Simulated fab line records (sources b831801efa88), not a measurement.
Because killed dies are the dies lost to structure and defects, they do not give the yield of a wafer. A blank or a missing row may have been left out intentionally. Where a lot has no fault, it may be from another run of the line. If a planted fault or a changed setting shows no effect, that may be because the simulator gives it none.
8D (eight disciplines) problem report, filled in by code	flow sfq_line	the parts of the form that need people (team, actions taken, sign-off) are left out

## 1. PROBLEM STATEMENT
rf_fwd_power_W at SFQ_TRILAYER_I7_VIA_ETCH_VIA_ETCH_190 reads a mean of 419.1 W on 6 wafers of 2 lots; wafers without a fault read 498.4 W with a standard deviation of 1.7. Relative to the usual mean, that is a shift of -47 standard deviations.
The step: etches SiO2 in CHF3, stops on Nb, target depth 260 nm.
First observed at day 91 00:40: wafer L259.3, on rie_diel-04. The record holds 18 wafers of 6 lots with a number at this step. By rule, "out" or "out of limits" means more than 4 standard deviations away from the usual mean. The rest of the wafers with a number are treated as sound.

## 2. WHAT IT IS, WHAT IT ISN'T
question	is	is not
which readings at this step	rf_fwd_power_W	drypump_motor_current_A
which lots	L259, L262	L254, L258, L260, L264
which wafers of those lots	all that have a number	-
read on which tools	rie_diel-04	rie_diel-03
when	from day 91 00:40	up to then (6 sound wafers); but 6 sound wafers of L260, L264 came after

## 3. WHAT RULES OUT EACH SUSPECT
Counting: a tool at any process step up to the reading remains a suspect when it ran all the lots that are out and ran no sound lot after the first of those.
- pecvd-01 at SFQ_TRILAYER_I7_DEP_PECVD_183 (deposits SiO2 from SiH4/N2O, time 111.11 s, target thk 500 nm): ruled out as a lasting fault. After its first lot that is out, L259 (day 86 21:15), sound lots L264 ran on it.
- film_metro-04 at SFQ_TRILAYER_I7_METRO_MEASURE_185: ruled out as a lasting fault. After its first lot that is out, L259 (day 87 01:24), sound lots L264 ran on it.
- rie_diel-04 at SFQ_TRILAYER_I7_VIA_BARC_OPEN_VIA_ETCH_260 (etches BARC in O2, target depth 125 nm, time 41.7 s): kept. It processed each lot that is out, first L259 at day 91 00:38, and no sound lot thereafter; up to then, the last sound lot it processed was L258 at day 90 11:45.
- rie_diel-04 at SFQ_TRILAYER_I7_VIA_ETCH_VIA_ETCH_190 (etches SiO2 in CHF3, stops on Nb, target depth 260 nm): kept. It processed each lot that is out, first L259 at day 91 00:40, and no sound lot thereafter; up to then, the last sound lot it processed was L258 at day 90 11:47. Its own readings are out on those wafers: rf_fwd_power_W.
What counting leaves: rie_diel-04 at SFQ_TRILAYER_I7_VIA_BARC_OPEN_VIA_ETCH_260 and rie_diel-04 at SFQ_TRILAYER_I7_VIA_ETCH_VIA_ETCH_190.

## 4. THE CAUSE (what the simulator had put in)
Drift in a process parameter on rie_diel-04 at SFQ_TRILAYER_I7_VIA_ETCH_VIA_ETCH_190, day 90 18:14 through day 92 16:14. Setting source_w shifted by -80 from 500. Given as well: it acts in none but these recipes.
Counting leaves 2 suspects; this tool is one of them.

## 5. THE EFFECT CHAIN, in route order
One row per reading whose mean, taken over the struck wafers that have a number, lies over 3 standard deviations from the usual. Readings are gone through only where the record gives a usual standard deviation; hours: the median, over the lots, of the time from a lot's start at the first step in this table giving one to that lot's start at this step; sigmas: the change measured in usual standard deviations.
hours	step	reading	usual	on struck wafers	change	sigmas
0	SFQ_TRILAYER_I7_VIA_ETCH_VIA_ETCH_190	rf_fwd_power_W	498.4 W	419.1	-79.3	-47
It contains these process steps:
- SFQ_TRILAYER_I7_VIA_ETCH_VIA_ETCH_190: etches SiO2 in CHF3, stops on Nb, target depth 260 nm.

## 6. HOW IT WOULD HAVE BEEN CAUGHT EARLIER
First out-of-limits reading in this record: day 91 00:40, which is 6 hours after fault onset at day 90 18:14.
